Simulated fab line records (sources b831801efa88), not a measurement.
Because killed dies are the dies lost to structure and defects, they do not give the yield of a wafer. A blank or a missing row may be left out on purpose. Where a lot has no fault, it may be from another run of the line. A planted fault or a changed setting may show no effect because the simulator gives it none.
8D (eight disciplines) problem report, filled in by code    flow gf180mcu    the parts of the form that need people (team, actions taken, sign-off) are left out

1. PROBLEM STATEMENT
NSD_RS at GF_PSD_RS_MEAS_14 reads a mean of 46.81 ohm/sq on 1 wafer of 1 lot; wafers without a fault read 45.73 ohm/sq with a standard deviation of 0.067. Measured from the usual mean, that is +16 standard deviations.
The step: measures by four-point-probe.
First seen on wafer L720.3, day 18 23:26, on filmMetro-02. At this step, 39 wafers from 13 lots have a number in the record. Rule for "out" (also "out of limits"): further than 4 standard deviations from the usual mean. The other wafers with a number count as sound.

2. WHAT IT IS, AND WHAT IT ISN'T
question                     is                 is not
which readings at this step  NSD_RS             -
which lots                   L720               L709, L711, L712, L713, L714, L715, L716, L717, L727, L728, L731, L732
which wafers of those lots   L720.3             L720.2, L720.6
read on which gauges         filmMetro-02       filmMetro-01, filmMetro-04
when                         from day 18 23:26  up to then (26 sound wafers); but 12 sound wafers of L727, L728, L731, L732 came after

3. SUSPECTS, AND WHAT RULES EACH OUT
Counting: if a tool at a process step up to the reading ran every lot that is out, it stays a suspect. Sound lots after the first of them don't rule it out here, since some wafers of a struck lot are sound.
- the gauge at GF_PSD_RS_MEAS_14: kept. All the wafers that are out were read on filmMetro-02, and no step on other tools shows them out.
- implanter-02 at GF_NSD_IMPLANT_10: kept. It ran the lot that is out, L720 (day 17 21:26); its last sound lot up to then is L716 (day 16 14:52).
- plasmaAsher-01 at GF_PSD_STRIP_10 (strips in O2/N2): kept. It ran the lot that is out, L720 (day 18 23:07); its last sound lot up to then is L716 (day 17 14:35).
Left after counting: implanter-02 at GF_NSD_IMPLANT_10, plasmaAsher-01 at GF_PSD_STRIP_10, filmMetro-02 at GF_PSD_RS_MEAS_14.

4. THE CAUSE (what the simulator had put in)
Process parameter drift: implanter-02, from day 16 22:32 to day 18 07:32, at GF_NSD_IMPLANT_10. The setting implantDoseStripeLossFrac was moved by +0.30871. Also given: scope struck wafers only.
Of the 3 suspects that counting leaves, this tool is one.

5. THE CHAIN OF EFFECTS, in route order
One row per reading whose mean, taken over the struck wafers that have a number, lies over 3 standard deviations from the usual. Only readings whose record carries a usual standard deviation are examined. hours: median over the lots of the time between each lot's start at the first step of this table that gives one and its start at this step. sigmas: the change, counted in usual standard deviations.
hours  step               reading  usual         on struck wafers  change  sigmas
0      GF_PSD_RS_MEAS_14  NSD_RS   45.73 ohm/sq  46.81             +1.08   +16

6. WHAT WOULD HAVE CAUGHT IT SOONER
In this record the first reading out of limits at a measuring or inspecting step was taken at day 18 23:26, 49 hours after the fault began at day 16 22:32.
Of the tool readings at GF_NSD_IMPLANT_10 for which the record gives a usual standard deviation, none was out on any struck wafer, so an alarm limit of 4 standard deviations on them would not have fired.
By day 18 23:26 the whole set of lots that are out, 1 in number, had already begun GF_NSD_IMPLANT_10 on implanter-02. Tool hold at that time: it would have spared none of them.
